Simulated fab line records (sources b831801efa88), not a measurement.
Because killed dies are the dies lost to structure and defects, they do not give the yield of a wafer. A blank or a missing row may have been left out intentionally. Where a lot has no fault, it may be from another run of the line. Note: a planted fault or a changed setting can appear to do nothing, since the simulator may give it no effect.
2 desks, one fault | flow sky130 | each desk holds nothing but its own numbers, with what lay behind them at the end

## FROM THE METROLOGY DESK
Means of the sampled wafers that have a number, per lot and without regard to the tool the lot ran on: this is what the gauges read. Marked OUT: a lot whose mean sits more than 4 standard deviations from the usual mean, which makes it out of limits; the brackets give that distance.
Columns: A = SPACER_CVD_00_THK at SKY_SPACER_THK_MEAS_01, usual 42.8 nm; B = cd_nm at SKY_POLY_CUT_CD_MEAS_08, usual 269.9 nm; C = POLY_CUT_OVL at SKY_POLY_CUT_OVL_MEAS_09, usual -1 nm
lot  | first seen here | A    | B     | C
L432 | day 23 08:34    | 42.5 | 269.8 | 2
L440 | day 26 19:53    | 42.5 | 269.3 | -2
L447 | day 29 02:37    | 43.4 | 269.1 | -0
L448 | day 29 02:38    | 43.0 | 268.7 | 2
L450 | day 29 23:50    | 43.3 | 271.5 | 3
L454 | day 30 18:59    | 42.4 | 271.5 | -3
This desk found nothing out of limits on any of the 6 lots.

## THE TOOL OWNER'S DESK: rie_diel-04
The tool's own readings at SKY_POLY_CUT_ETCH_10 (etches BARC in N2/H2, stops on SiO2, time 45.9 s, target depth 60 nm): means of the sampled wafers that have a number, for each lot that ran on this tool. Marked OUT: a lot whose mean sits more than 4 standard deviations from the usual mean, which makes it out of limits; the brackets give that distance.
Columns: A = bias_w at SKY_POLY_CUT_ETCH_10, usual 100.0 W; B = drypump_motor_current_A at SKY_POLY_CUT_ETCH_10, usual 5.7 A; C = oes_product_au at SKY_POLY_CUT_ETCH_10, usual 0.854 a.u.; D = rf_fwd_power_W at SKY_POLY_CUT_ETCH_10, usual 494.9 W; E = throttle_valve_pct at SKY_POLY_CUT_ETCH_10, usual 13.226 %
lot  | first seen here | A               | B   | C     | D     | E
L432 | day 24 14:58    | 99.9            | 5.8 | 0.852 | 494.2 | 13.224
L440 | day 28 00:43    | 100.0           | 6.2 | 0.851 | 494.6 | 13.233
L448 | day 30 07:04    | 112.3 (+38) OUT | 5.8 | 0.856 | 496.9 | 13.233
L450 | day 31 03:49    | 105.9 (+18) OUT | 6.0 | 0.854 | 495.1 | 13.219
This desk finds L448, L450 out of limits, L448 being first, at day 30 07:04 (bias_w at SKY_POLY_CUT_ETCH_10). Within limits: L432, L440.

## BROUGHT TOGETHER
The tool owner's desk had the chance to raise an alarm at day 30 07:04 on L448, L450.
Nothing out of limits was seen by the metrology desk.
The metrology desk holds a record of L448, L450, inside its limits.
On rie_diel-04, each named lot ran SKY_POLY_CUT_ETCH_10.

## WHAT THE SIMULATOR HAD INSERTED
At SKY_POLY_CUT_ETCH_10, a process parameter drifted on rie_diel-04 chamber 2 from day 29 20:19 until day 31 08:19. From 100, the setting bias_w moved by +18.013. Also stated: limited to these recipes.
Shown lots that were struck: L448, L450.
Hours from the fault's start to each desk's first reading out of limits: the tool owner's desk, 11.
